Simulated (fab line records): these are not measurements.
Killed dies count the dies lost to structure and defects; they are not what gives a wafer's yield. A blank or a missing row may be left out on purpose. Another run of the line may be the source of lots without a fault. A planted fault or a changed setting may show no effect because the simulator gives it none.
fab line records || flow sky130
[record] {"lots": 6, "wafers": 18, "lastDay": 50}
route steps=708 shown VT_ADJUST_NCORE@125 VT_ADJUST_HVTR@131
lots untouched by any fault: they come from a run of this same line in which no faults occurred
startH: hours from the record's opening day to when the first of the lot's shown wafers began || waitH: how many hours have passed since the lot's step before this one || " unchanged from the row above || L1.1+2: several wafers, shown together as one row || - no value, or no start given || * or withheld: withheld || < > ~ a bound
route shown NAME@n: names a module that has steps shown in the file, with the first one's number in the route || usual: mean and standard deviation over wafers with no fault || same: alike in all rows || chamber/n: place in a boat || sites: each site's reading || _std_site: the standard deviation of these || _edge_site: outer sites' mean less inner sites' || radiusMm: how far each site lies from the wafer's centre || mask NAME#n: copy n || behind: the most recent tool/chamber to have shaped the wafer || hold: why the lot was held/for how many hours/how that ended || device: the n, p or np transistor that did not switch || end of line: at the end of the route, the tests of the same wafers || for a step that has no rows: nothing shown but its recipe || killed: not the wafer's yield, but the dies lost to structure and defects at the first sort || map: dies across one wafer; x = killed, . = not, _ = none there
set.NAME: the setting that was run; set.NAME@STEP: the one run at that earlier step || model.NAME: the simulator's own value behind a step, which no gauge read
lots at some steps of the route; a table a step, a row a wafer
services: a tool's chamber out of use, with start hour (startH, from the record's first day; less than 0 if before it), hours out, and reason
[[steps]]
[step SKY_VT_ADJUST_NCORE_DEVELOP_06]
[recipe] {"resist": "NOVOLAK", "developer": "TMAH", "developTimeS": 60, "devTempC": 23}
[step SKY_VT_ADJUST_NCORE_CD_MEAS_07]
[recipe] {"targetCdNm": 380}
[usual] {"cdNm": "379.9/2.3"}
{"lot.wafer": "L280.2", "tool": "cdSem-01", "chamber": "-", "startH": 194.57, "waitH": 0.1, "cdNm": 377.8}
{"lot.wafer": "L280.4", "tool": "cdSem-01", "chamber": "-", "startH": 194.57, "waitH": 0.1, "cdNm": 378.6}
{"lot.wafer": "L280.5", "tool": "cdSem-01", "chamber": "-", "startH": 194.57, "waitH": 0.1, "cdNm": 379.4}
{"lot.wafer": "L281.2", "tool": "cdSem-02", "chamber": "-", "startH": 199.98, "waitH": 0.1, "cdNm": 376.9}
{"lot.wafer": "L281.4", "tool": "cdSem-02", "chamber": "-", "startH": 199.98, "waitH": 0.1, "cdNm": 376.2}
{"lot.wafer": "L281.6", "tool": "cdSem-02", "chamber": "-", "startH": 199.98, "waitH": 0.1, "cdNm": 378.0}
{"lot.wafer": "L289.1", "tool": "cdSem-02", "chamber": "-", "startH": 260.39, "waitH": 0.1, "cdNm": 384.7}
{"lot.wafer": "L289.3", "tool": "cdSem-02", "chamber": "-", "startH": 260.39, "waitH": 0.1, "cdNm": 384.9}
{"lot.wafer": "L289.6", "tool": "cdSem-02", "chamber": "-", "startH": 260.39, "waitH": 0.1, "cdNm": 384.1}
{"lot.wafer": "L290.1", "tool": "cdSem-02", "chamber": "-", "startH": 266.29, "waitH": 0.1, "cdNm": 379.1}
{"lot.wafer": "L290.4", "tool": "cdSem-02", "chamber": "-", "startH": 266.29, "waitH": 0.1, "cdNm": 378.0}
{"lot.wafer": "L290.5", "tool": "cdSem-02", "chamber": "-", "startH": 266.29, "waitH": 0.1, "cdNm": 377.8}
{"lot.wafer": "L292.3", "tool": "cdSem-01", "chamber": "-", "startH": 281.84, "waitH": 0.1, "cdNm": 378.8}
{"lot.wafer": "L292.4", "tool": "cdSem-01", "chamber": "-", "startH": 281.84, "waitH": 0.1, "cdNm": 381.0}
{"lot.wafer": "L292.5", "tool": "cdSem-01", "chamber": "-", "startH": 281.84, "waitH": 0.1, "cdNm": 381.7}
{"lot.wafer": "L300.3", "tool": "cdSem-01", "chamber": "-", "startH": 337.64, "waitH": 0.1, "cdNm": 378.1}
{"lot.wafer": "L300.5", "tool": "cdSem-01", "chamber": "-", "startH": 337.64, "waitH": 0.1, "cdNm": 380.6}
{"lot.wafer": "L300.6", "tool": "cdSem-01", "chamber": "-", "startH": 337.64, "waitH": 0.1, "cdNm": 374.6}
[step SKY_VT_ADJUST_NCORE_OVL_MEAS_08]
[usual] {"VT_ADJUST_NCORE_OVL": "0.5/1.5"}
{"lot.wafer": "L280.2", "tool": "overlay-01", "chamber": "-", "startH": 194.67, "waitH": 0.1, "VT_ADJUST_NCORE_OVL[nm]": -1.2}
{"lot.wafer": "L280.4", "tool": "overlay-01", "chamber": "-", "startH": 194.67, "waitH": 0.1, "VT_ADJUST_NCORE_OVL[nm]": -0.1}
{"lot.wafer": "L280.5", "tool": "overlay-01", "chamber": "-", "startH": 194.67, "waitH": 0.1, "VT_ADJUST_NCORE_OVL[nm]": 0.0}
{"lot.wafer": "L281.2", "tool": "overlay-02", "chamber": "-", "startH": 200.09, "waitH": 0.1, "VT_ADJUST_NCORE_OVL[nm]": 1.6}
{"lot.wafer": "L281.4", "tool": "overlay-02", "chamber": "-", "startH": 200.09, "waitH": 0.1, "VT_ADJUST_NCORE_OVL[nm]": 0.3}
{"lot.wafer": "L281.6", "tool": "overlay-02", "chamber": "-", "startH": 200.09, "waitH": 0.1, "VT_ADJUST_NCORE_OVL[nm]": 0.6}
{"lot.wafer": "L289.1", "tool": "overlay-01", "chamber": "-", "startH": 260.51, "waitH": 0.1, "VT_ADJUST_NCORE_OVL[nm]": 2.7}
{"lot.wafer": "L289.3", "tool": "overlay-01", "chamber": "-", "startH": 260.51, "waitH": 0.1, "VT_ADJUST_NCORE_OVL[nm]": 3.1}
{"lot.wafer": "L289.6", "tool": "overlay-01", "chamber": "-", "startH": 260.51, "waitH": 0.1, "VT_ADJUST_NCORE_OVL[nm]": 1.9}
{"lot.wafer": "L290.1", "tool": "overlay-01", "chamber": "-", "startH": 266.41, "waitH": 0.1, "VT_ADJUST_NCORE_OVL[nm]": 0.5}
{"lot.wafer": "L290.4", "tool": "overlay-01", "chamber": "-", "startH": 266.41, "waitH": 0.1, "VT_ADJUST_NCORE_OVL[nm]": -0.5}
{"lot.wafer": "L290.5", "tool": "overlay-01", "chamber": "-", "startH": 266.41, "waitH": 0.1, "VT_ADJUST_NCORE_OVL[nm]": 0.7}
{"lot.wafer": "L292.3", "tool": "overlay-02", "chamber": "-", "startH": 281.93, "waitH": 0.1, "VT_ADJUST_NCORE_OVL[nm]": -4.2}
{"lot.wafer": "L292.4", "tool": "overlay-02", "chamber": "-", "startH": 281.93, "waitH": 0.1, "VT_ADJUST_NCORE_OVL[nm]": -3.3}
{"lot.wafer": "L292.5", "tool": "overlay-02", "chamber": "-", "startH": 281.93, "waitH": 0.1, "VT_ADJUST_NCORE_OVL[nm]": -2.3}
{"lot.wafer": "L300.3", "tool": "overlay-01", "chamber": "-", "startH": 337.73, "waitH": 0.1, "VT_ADJUST_NCORE_OVL[nm]": 1.6}
{"lot.wafer": "L300.5", "tool": "overlay-01", "chamber": "-", "startH": 337.73, "waitH": 0.1, "VT_ADJUST_NCORE_OVL[nm]": 1.1}
{"lot.wafer": "L300.6", "tool": "overlay-01", "chamber": "-", "startH": 337.73, "waitH": 0.1, "VT_ADJUST_NCORE_OVL[nm]": 0.3}
[step SKY_VT_ADJUST_NCORE_IMPLANT_09]
[recipe] {"species": "B", "energyKev": 10, "doseCm2": 2.4e+12, "tiltDeg": "withheld"}
[step SKY_VT_ADJUST_NCORE_STRIP_10]
[recipe] {"chemistry": "O2/N2", "powerW": 1400, "pressureMtorr": 1500, "platenTempC": "withheld", "o2FlowSccm": 3000, "n2FlowSccm": 300, "overashFraction": 0.5}
[usual] {"chamberPressureMTorr": "1499.9/1.4", "drypumpMotorCurrentA": "6.21/0.27", "oesProductAu": "0.716/0.0046", "stripTimeToEndpointS": "14.19/0.034"}
{"lot.wafer": "L280.2", "tool": "plasmaAsher-04", "chamber": 1, "startH": 194.85, "waitH": 0.1, "chamberPressureMTorr": 1499.4, "drypumpMotorCurrentA": 6.24, "oesProductAu": 0.714, "rfHoursCounterH": 7, "stripTimeToEndpointS": 14.24}
{"lot.wafer": "L280.4", "tool": "plasmaAsher-04", "chamber": 1, "startH": 194.85, "waitH": 0.1, "chamberPressureMTorr": 1500.3, "drypumpMotorCurrentA": 6.25, "oesProductAu": 0.721, "rfHoursCounterH": "-", "stripTimeToEndpointS": 14.26}
{"lot.wafer": "L280.5", "tool": "plasmaAsher-04", "chamber": 1, "startH": 194.85, "waitH": 0.1, "chamberPressureMTorr": 1501.8, "drypumpMotorCurrentA": 6.27, "oesProductAu": 0.723, "rfHoursCounterH": "-", "stripTimeToEndpointS": 14.21}
{"lot.wafer": "L281.2", "tool": "plasmaAsher-02", "chamber": 1, "startH": 200.27, "waitH": 0.1, "chamberPressureMTorr": 1498.1, "drypumpMotorCurrentA": 6.56, "oesProductAu": 0.715, "rfHoursCounterH": 50, "stripTimeToEndpointS": 14.13}
{"lot.wafer": "L281.4", "tool": "plasmaAsher-02", "chamber": 1, "startH": 200.27, "waitH": 0.1, "chamberPressureMTorr": 1497.2, "drypumpMotorCurrentA": 6.53, "oesProductAu": 0.709, "rfHoursCounterH": "-", "stripTimeToEndpointS": 14.11}
{"lot.wafer": "L281.6", "tool": "plasmaAsher-02", "chamber": 0, "startH": 200.27, "waitH": 0.1, "chamberPressureMTorr": 1500.0, "drypumpMotorCurrentA": 5.75, "oesProductAu": 0.711, "rfHoursCounterH": "-", "stripTimeToEndpointS": 14.15}
{"lot.wafer": "L289.1", "tool": "plasmaAsher-02", "chamber": 0, "startH": 260.70, "waitH": 0.1, "chamberPressureMTorr": 1497.9, "drypumpMotorCurrentA": 5.75, "oesProductAu": 0.711, "rfHoursCounterH": 56, "stripTimeToEndpointS": 14.14}
{"lot.wafer": "L289.3", "tool": "plasmaAsher-02", "chamber": 1, "startH": 260.70, "waitH": 0.1, "chamberPressureMTorr": 1501.1, "drypumpMotorCurrentA": 6.51, "oesProductAu": 0.720, "rfHoursCounterH": "-", "stripTimeToEndpointS": 14.17}
{"lot.wafer": "L289.6", "tool": "plasmaAsher-02", "chamber": 0, "startH": 260.70, "waitH": 0.1, "chamberPressureMTorr": 1498.8, "drypumpMotorCurrentA": 5.76, "oesProductAu": 0.709, "rfHoursCounterH": "-", "stripTimeToEndpointS": 14.10}
{"lot.wafer": "L290.1", "tool": "plasmaAsher-02", "chamber": 0, "startH": 266.60, "waitH": 0.1, "chamberPressureMTorr": 1498.7, "drypumpMotorCurrentA": 5.77, "oesProductAu": 0.718, "rfHoursCounterH": 56, "stripTimeToEndpointS": 14.23}
{"lot.wafer": "L290.4", "tool": "plasmaAsher-02", "chamber": 1, "startH": 266.60, "waitH": 0.1, "chamberPressureMTorr": 1501.0, "drypumpMotorCurrentA": 6.55, "oesProductAu": 0.710, "rfHoursCounterH": "-", "stripTimeToEndpointS": 14.17}
{"lot.wafer": "L290.5", "tool": "plasmaAsher-02", "chamber": 0, "startH": 266.60, "waitH": 0.1, "chamberPressureMTorr": 1500.7, "drypumpMotorCurrentA": 5.74, "oesProductAu": 0.715, "rfHoursCounterH": "-", "stripTimeToEndpointS": 14.20}
{"lot.wafer": "L292.3", "tool": "plasmaAsher-04", "chamber": 0, "startH": 282.14, "waitH": 0.1, "chamberPressureMTorr": 1503.4, "drypumpMotorCurrentA": 6.35, "oesProductAu": 0.715, "rfHoursCounterH": "-", "stripTimeToEndpointS": 14.24}
{"lot.wafer": "L292.4", "tool": "plasmaAsher-04", "chamber": 1, "startH": 282.14, "waitH": 0.1, "chamberPressureMTorr": 1500.6, "drypumpMotorCurrentA": 6.23, "oesProductAu": 0.721, "rfHoursCounterH": "-", "stripTimeToEndpointS": 14.18}
{"lot.wafer": "L292.5", "tool": "plasmaAsher-04", "chamber": 1, "startH": 282.14, "waitH": 0.1, "chamberPressureMTorr": 1499.1, "drypumpMotorCurrentA": 6.26, "oesProductAu": 0.711, "rfHoursCounterH": "-", "stripTimeToEndpointS": 14.22}
{"lot.wafer": "L300.3", "tool": "plasmaAsher-02", "chamber": 0, "startH": 337.94, "waitH": 0.1, "chamberPressureMTorr": 1499.6, "drypumpMotorCurrentA": 5.76, "oesProductAu": 0.715, "rfHoursCounterH": "-", "stripTimeToEndpointS": 14.17}
{"lot.wafer": "L300.5", "tool": "plasmaAsher-02", "chamber": 0, "startH": 337.94, "waitH": 0.1, "chamberPressureMTorr": 1499.2, "drypumpMotorCurrentA": 5.79, "oesProductAu": 0.715, "rfHoursCounterH": "-", "stripTimeToEndpointS": 14.21}
{"lot.wafer": "L300.6", "tool": "plasmaAsher-02", "chamber": 1, "startH": 337.94, "waitH": 0.1, "chamberPressureMTorr": 1499.0, "drypumpMotorCurrentA": 6.50, "oesProductAu": 0.719, "rfHoursCounterH": "-", "stripTimeToEndpointS": 14.23}
[step SKY_VT_ADJUST_NCORE_TW_MEAS_11]
[usual] {"VT_ADJUST_NCORE_TW": "221.2/1.2"}
{"lot.wafer": "L280.2", "tool": "filmMetro-04", "chamber": "-", "startH": 194.96, "waitH": 0.1, "VT_ADJUST_NCORE_TW": 219.5}
{"lot.wafer": "L280.4", "tool": "filmMetro-04", "chamber": "-", "startH": 194.96, "waitH": 0.1, "VT_ADJUST_NCORE_TW": 219.8}
{"lot.wafer": "L280.5", "tool": "filmMetro-04", "chamber": "-", "startH": 194.96, "waitH": 0.1, "VT_ADJUST_NCORE_TW": 219.8}
{"lot.wafer": "L281.2", "tool": "filmMetro-01", "chamber": "-", "startH": 200.38, "waitH": 0.1, "VT_ADJUST_NCORE_TW": 222.0}
{"lot.wafer": "L281.4", "tool": "filmMetro-01", "chamber": "-", "startH": 200.38, "waitH": 0.1, "VT_ADJUST_NCORE_TW": 221.9}
{"lot.wafer": "L281.6", "tool": "filmMetro-01", "chamber": "-", "startH": 200.38, "waitH": 0.1, "VT_ADJUST_NCORE_TW": 221.8}
{"lot.wafer": "L289.1", "tool": "filmMetro-01", "chamber": "-", "startH": 260.80, "waitH": 0.1, "VT_ADJUST_NCORE_TW": 221.0}
{"lot.wafer": "L289.3", "tool": "filmMetro-01", "chamber": "-", "startH": 260.80, "waitH": 0.1, "VT_ADJUST_NCORE_TW": 221.6}
{"lot.wafer": "L289.6", "tool": "filmMetro-01", "chamber": "-", "startH": 260.80, "waitH": 0.1, "VT_ADJUST_NCORE_TW": 220.7}
{"lot.wafer": "L290.1", "tool": "filmMetro-01", "chamber": "-", "startH": 266.70, "waitH": 0.1, "VT_ADJUST_NCORE_TW": 220.6}
{"lot.wafer": "L290.4", "tool": "filmMetro-01", "chamber": "-", "startH": 266.70, "waitH": 0.1, "VT_ADJUST_NCORE_TW": 221.0}
{"lot.wafer": "L290.5", "tool": "filmMetro-01", "chamber": "-", "startH": 266.70, "waitH": 0.1, "VT_ADJUST_NCORE_TW": 221.4}
{"lot.wafer": "L292.3", "tool": "filmMetro-01", "chamber": "-", "startH": 282.22, "waitH": 0.1, "VT_ADJUST_NCORE_TW": 222.1}
{"lot.wafer": "L292.4", "tool": "filmMetro-01", "chamber": "-", "startH": 282.22, "waitH": 0.1, "VT_ADJUST_NCORE_TW": 221.4}
{"lot.wafer": "L292.5", "tool": "filmMetro-01", "chamber": "-", "startH": 282.22, "waitH": 0.1, "VT_ADJUST_NCORE_TW": 221.0}
{"lot.wafer": "L300.3", "tool": "filmMetro-01", "chamber": "-", "startH": 338.02, "waitH": 0.1, "VT_ADJUST_NCORE_TW": 222.2}
{"lot.wafer": "L300.5", "tool": "filmMetro-01", "chamber": "-", "startH": 338.02, "waitH": 0.1, "VT_ADJUST_NCORE_TW": 222.7}
{"lot.wafer": "L300.6", "tool": "filmMetro-01", "chamber": "-", "startH": 338.02, "waitH": 0.1, "VT_ADJUST_NCORE_TW": 222.1}
[step SKY_VT_ADJUST_HVTR_DEHYDRATE_00]
[recipe] {"tempC": 200, "timeS": 60}
[step SKY_VT_ADJUST_HVTR_HMDS_01]
[recipe] {"primeTimeS": 60, "primeTempC": 120}
[step SKY_VT_ADJUST_HVTR_COAT_02]
[recipe] {"resist": "NOVOLAK", "spinRpm": 3000, "resistThkNm": 1140}
[step SKY_VT_ADJUST_HVTR_SOFTBAKE_03]
[recipe] {"tempC": 90, "timeS": 60, "resist": "NOVOLAK"}
[step SKY_VT_ADJUST_HVTR_EXPOSE_04]
[recipe] {"maskId": "HVTRM", "targetCdNm": 380, "na": 0.6, "sourceShape": "conventional", "sigmaOuter": 0.6, "doseMj": 150}
[step SKY_VT_ADJUST_HVTR_PEB_05]
[recipe] {"tempC": "withheld", "timeS": "*", "resist": "NOVOLAK"}
[step SKY_VT_ADJUST_HVTR_DEVELOP_06]
[recipe] {"developTimeS": 60, "devTempC": 23}
[usual] {"exhaustPa": "45.1/0.86"}
{"lot.wafer": "L280.2", "tool": "lithoTrack-02", "chamber": 0, "startH": 216.58, "waitH": 0.1, "exhaustPa": 45.5}
{"lot.wafer": "L280.4", "tool": "lithoTrack-02", "chamber": 0, "startH": 216.58, "waitH": 0.1, "exhaustPa": 45.2}
{"lot.wafer": "L280.5", "tool": "lithoTrack-02", "chamber": 0, "startH": 216.58, "waitH": 0.1, "exhaustPa": 45.0}
{"lot.wafer": "L281.2", "tool": "lithoTrack-01", "chamber": 0, "startH": 222.02, "waitH": 0.1, "exhaustPa": 46.7}
{"lot.wafer": "L281.4", "tool": "lithoTrack-01", "chamber": 0, "startH": 222.02, "waitH": 0.1, "exhaustPa": 46.0}
{"lot.wafer": "L281.6", "tool": "lithoTrack-01", "chamber": 0, "startH": 222.02, "waitH": 0.1, "exhaustPa": 45.9}
{"lot.wafer": "L289.1", "tool": "lithoTrack-01", "chamber": 0, "startH": 284.74, "waitH": 0.1, "exhaustPa": 45.6}
{"lot.wafer": "L289.3", "tool": "lithoTrack-01", "chamber": 0, "startH": 284.74, "waitH": 0.1, "exhaustPa": 45.4}
{"lot.wafer": "L289.6", "tool": "lithoTrack-01", "chamber": 0, "startH": 284.74, "waitH": 0.1, "exhaustPa": 45.4}
{"lot.wafer": "L290.1", "tool": "lithoTrack-01", "chamber": 0, "startH": 291.59, "waitH": 0.1, "exhaustPa": 45.8}
{"lot.wafer": "L290.4", "tool": "lithoTrack-01", "chamber": 0, "startH": 291.59, "waitH": 0.1, "exhaustPa": 45.7}
{"lot.wafer": "L290.5", "tool": "lithoTrack-01", "chamber": 0, "startH": 291.59, "waitH": 0.1, "exhaustPa": 45.5}
{"lot.wafer": "L292.3", "tool": "lithoTrack-04", "chamber": 0, "startH": 306.91, "waitH": 0.1, "exhaustPa": 43.8}
{"lot.wafer": "L292.4", "tool": "lithoTrack-04", "chamber": 0, "startH": 306.91, "waitH": 0.1, "exhaustPa": 44.9}
{"lot.wafer": "L292.5", "tool": "lithoTrack-04", "chamber": 0, "startH": 306.91, "waitH": 0.1, "exhaustPa": 44.5}
{"lot.wafer": "L300.3", "tool": "lithoTrack-04", "chamber": 0, "startH": 365.31, "waitH": 0.1, "exhaustPa": 45.2}
{"lot.wafer": "L300.5", "tool": "lithoTrack-04", "chamber": 0, "startH": 365.31, "waitH": 0.1, "exhaustPa": 45.1}
{"lot.wafer": "L300.6", "tool": "lithoTrack-04", "chamber": 0, "startH": 365.31, "waitH": 0.1, "exhaustPa": 45.4}
[step SKY_VT_ADJUST_HVTR_CD_MEAS_07]
[recipe] {"targetCdNm": 380}
[usual] {"cdNm": "379.4/2.4"}
{"lot.wafer": "L280.2", "tool": "cdSem-01", "chamber": "-", "startH": 216.73, "waitH": 0.1, "cdNm": 379.3}
{"lot.wafer": "L280.4", "tool": "cdSem-01", "chamber": "-", "startH": 216.73, "waitH": 0.1, "cdNm": 380.7}
{"lot.wafer": "L280.5", "tool": "cdSem-01", "chamber": "-", "startH": 216.73, "waitH": 0.1, "cdNm": 381.7}
{"lot.wafer": "L281.2", "tool": "cdSem-02", "chamber": "-", "startH": 222.16, "waitH": 0.1, "cdNm": 380.8}
{"lot.wafer": "L281.4", "tool": "cdSem-02", "chamber": "-", "startH": 222.16, "waitH": 0.1, "cdNm": 382.2}
{"lot.wafer": "L281.6", "tool": "cdSem-02", "chamber": "-", "startH": 222.16, "waitH": 0.1, "cdNm": 382.5}
{"lot.wafer": "L289.1", "tool": "cdSem-01", "chamber": "-", "startH": 284.89, "waitH": 0.1, "cdNm": 389.1}
{"lot.wafer": "L289.3", "tool": "cdSem-01", "chamber": "-", "startH": 284.89, "waitH": 0.1, "cdNm": 388.7}
{"lot.wafer": "L289.6", "tool": "cdSem-01", "chamber": "-", "startH": 284.89, "waitH": 0.1, "cdNm": 376.5}
{"lot.wafer": "L290.1", "tool": "cdSem-02", "chamber": "-", "startH": 291.74, "waitH": 0.1, "cdNm": 388.5}
{"lot.wafer": "L290.4", "tool": "cdSem-02", "chamber": "-", "startH": 291.74, "waitH": 0.1, "cdNm": 377.3}
{"lot.wafer": "L290.5", "tool": "cdSem-02", "chamber": "-", "startH": 291.74, "waitH": 0.1, "cdNm": 389.2}
{"lot.wafer": "L292.3", "tool": "cdSem-02", "chamber": "-", "startH": 307.05, "waitH": 0.1, "cdNm": 379.9}
{"lot.wafer": "L292.4", "tool": "cdSem-02", "chamber": "-", "startH": 307.05, "waitH": 0.1, "cdNm": 380.7}
{"lot.wafer": "L292.5", "tool": "cdSem-02", "chamber": "-", "startH": 307.05, "waitH": 0.1, "cdNm": 382.0}
{"lot.wafer": "L300.3", "tool": "cdSem-01", "chamber": "-", "startH": 365.45, "waitH": 0.1, "cdNm": 377.9}
{"lot.wafer": "L300.5", "tool": "cdSem-01", "chamber": "-", "startH": 365.45, "waitH": 0.1, "cdNm": 378.3}
{"lot.wafer": "L300.6", "tool": "cdSem-01", "chamber": "-", "startH": 365.45, "waitH": 0.1, "cdNm": 377.2}
[step SKY_VT_ADJUST_HVTR_OVL_MEAS_08]
[usual] {"VT_ADJUST_HVTR_OVL": "-0.2/1.5"}
{"lot.wafer": "L280.2", "tool": "overlay-01", "chamber": "-", "startH": 216.84, "waitH": 0.1, "VT_ADJUST_HVTR_OVL[nm]": 0.9}
{"lot.wafer": "L280.4", "tool": "overlay-01", "chamber": "-", "startH": 216.84, "waitH": 0.1, "VT_ADJUST_HVTR_OVL[nm]": 2.8}
{"lot.wafer": "L280.5", "tool": "overlay-01", "chamber": "-", "startH": 216.84, "waitH": 0.1, "VT_ADJUST_HVTR_OVL[nm]": 1.8}
{"lot.wafer": "L281.2", "tool": "overlay-01", "chamber": "-", "startH": 222.27, "waitH": 0.1, "VT_ADJUST_HVTR_OVL[nm]": -1.5}
{"lot.wafer": "L281.4", "tool": "overlay-01", "chamber": "-", "startH": 222.27, "waitH": 0.1, "VT_ADJUST_HVTR_OVL[nm]": 0.5}
{"lot.wafer": "L281.6", "tool": "overlay-01", "chamber": "-", "startH": 222.27, "waitH": 0.1, "VT_ADJUST_HVTR_OVL[nm]": 0.7}
{"lot.wafer": "L289.1", "tool": "overlay-02", "chamber": "-", "startH": 285.01, "waitH": 0.1, "VT_ADJUST_HVTR_OVL[nm]": -0.1}
{"lot.wafer": "L289.3", "tool": "overlay-02", "chamber": "-", "startH": 285.01, "waitH": 0.1, "VT_ADJUST_HVTR_OVL[nm]": 1.1}
{"lot.wafer": "L289.6", "tool": "overlay-02", "chamber": "-", "startH": 285.01, "waitH": 0.1, "VT_ADJUST_HVTR_OVL[nm]": -0.4}
{"lot.wafer": "L290.1", "tool": "overlay-01", "chamber": "-", "startH": 291.86, "waitH": 0.1, "VT_ADJUST_HVTR_OVL[nm]": -0.6}
{"lot.wafer": "L290.4", "tool": "overlay-01", "chamber": "-", "startH": 291.86, "waitH": 0.1, "VT_ADJUST_HVTR_OVL[nm]": 0.3}
{"lot.wafer": "L290.5", "tool": "overlay-01", "chamber": "-", "startH": 291.86, "waitH": 0.1, "VT_ADJUST_HVTR_OVL[nm]": 0.0}
{"lot.wafer": "L292.3", "tool": "overlay-01", "chamber": "-", "startH": 307.14, "waitH": 0.1, "VT_ADJUST_HVTR_OVL[nm]": 1.0}
{"lot.wafer": "L292.4", "tool": "overlay-01", "chamber": "-", "startH": 307.14, "waitH": 0.1, "VT_ADJUST_HVTR_OVL[nm]": 1.4}
{"lot.wafer": "L292.5", "tool": "overlay-01", "chamber": "-", "startH": 307.14, "waitH": 0.1, "VT_ADJUST_HVTR_OVL[nm]": 2.3}
{"lot.wafer": "L300.3", "tool": "overlay-02", "chamber": "-", "startH": 365.54, "waitH": 0.1, "VT_ADJUST_HVTR_OVL[nm]": -0.3}
{"lot.wafer": "L300.5", "tool": "overlay-02", "chamber": "-", "startH": 365.54, "waitH": 0.1, "VT_ADJUST_HVTR_OVL[nm]": -0.1}
{"lot.wafer": "L300.6", "tool": "overlay-02", "chamber": "-", "startH": 365.54, "waitH": 0.1, "VT_ADJUST_HVTR_OVL[nm]": 1.1}
[[services]]
{"tool": "plasmaAsher-04", "chamber": "-", "startH": 179.25, "hours": 1.2, "kind": "repair"}
[[key]]
[firstSign] {"step": "SKY_VT_ADJUST_HVTR_CD_MEAS_07", "reading": "cdNm", "direction": "up", "sigmas": 4, "usual": 379.4, "struck": 388.9}
effect none on later readings
metAt SKY_VT_ADJUST_HVTR_DEVELOP_06
struckWafers L289.1,L289.3,L290.1,L290.5
testerLeftOut L289,L290
onsetBetween 222.02 284.74
[fault] {"kind": "processParameterDrift", "tool": "lithoTrack-01", "chamber": "-", "onsetH": 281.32, "steps": "SKY_VT_ADJUST_HVTR_DEVELOP_06", "channel": "developTimeS", "offset": "*", "shape": "step", "endH": 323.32, "scope": "struckWafersOnly", "actsIn": "*", "stated": "*"}
// testerLeftOut: of these lots the tester's yield and bins aren't shown, on N5 and GAA mostly nor the transistor test; their killed dies are dies lost to structure and defects alone, not to doping, threshold or leakage, so they don't give the yield
